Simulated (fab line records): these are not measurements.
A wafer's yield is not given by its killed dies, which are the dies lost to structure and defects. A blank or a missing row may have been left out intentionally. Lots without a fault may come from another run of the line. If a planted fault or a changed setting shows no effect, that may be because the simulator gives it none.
The tool behind it: which one?    flow gf180mcu    6 lots, 18 wafers sampled, at 4 steps of a route of 602

WHAT EACH GAUGE READ, for each wafer
GF_M2_THK_MEAS_06: measures by xrf.
lot   measured      on            M2_ALCU_THK (nm)
L350  day 19 05:41  filmMetro-03  457 451 457
L354  day 20 23:10  filmMetro-01  458 462 455
L356  day 21 19:12  filmMetro-04  454 450 455
L363  day 23 22:10  filmMetro-01  455 459 457
L366  day 24 23:34  filmMetro-01  464 456 460
L369  day 25 20:19  filmMetro-01  454 451 447

WHICH TOOL RAN EACH LOT (tool, then ch and the chambers of the sampled wafers, then the start)
lot   GF_V1_SPUTTER_22             GF_V1_CVD_23                  GF_M2_SPUTTER_04
L350  pvdSputter-03, day 19 04:43  cvdW-02 ch 0,1, day 19 04:45  pvdSputter-04, day 19 05:31
L354  pvdSputter-04, day 20 22:11  cvdW-02 ch 0,1, day 20 22:15  pvdSputter-03, day 20 22:59
L356  pvdSputter-04, day 21 18:13  cvdW-02 ch 0,1, day 21 18:16  pvdSputter-04, day 21 19:02
L363  pvdSputter-03, day 23 21:11  cvdW-01 ch 0,1, day 23 21:14  pvdSputter-01, day 23 22:01
L366  pvdSputter-02, day 24 22:35  cvdW-01 ch 0,1, day 24 22:38  pvdSputter-03, day 24 23:24
L369  pvdSputter-04, day 25 19:19  cvdW-01 ch 0,1, day 25 19:24  pvdSputter-04, day 25 20:08
- GF_V1_SPUTTER_22: material TiN, target thk 10 nm, time 40 s.
- GF_V1_CVD_23: deposits W, target thk 350 nm, time 105.05 s.
- GF_M2_SPUTTER_04: material TiN, target thk 50 nm, time 41.7 s.

THE ANSWER, worked out from the rows above alone
Rule: usual is defined by the lots themselves. The widest of any qualifying gaps counts: lots, ordered by their means at a reading, are off when they make up no more than a third of the lots, leave a main group of 4 or more, and stand apart from it by 3 or more times the standard deviation of that group's means. A main group is skipped when, at the precision printed for the reading in the tables above, its means are all equal. A lot without any number at a reading at which 4 lots or more have one is off too. Any other lot the step has rows for is counted as sound.
Nothing can be told from this: no lot is off at any reading shown.

WHAT THE SIMULATOR PUT IN
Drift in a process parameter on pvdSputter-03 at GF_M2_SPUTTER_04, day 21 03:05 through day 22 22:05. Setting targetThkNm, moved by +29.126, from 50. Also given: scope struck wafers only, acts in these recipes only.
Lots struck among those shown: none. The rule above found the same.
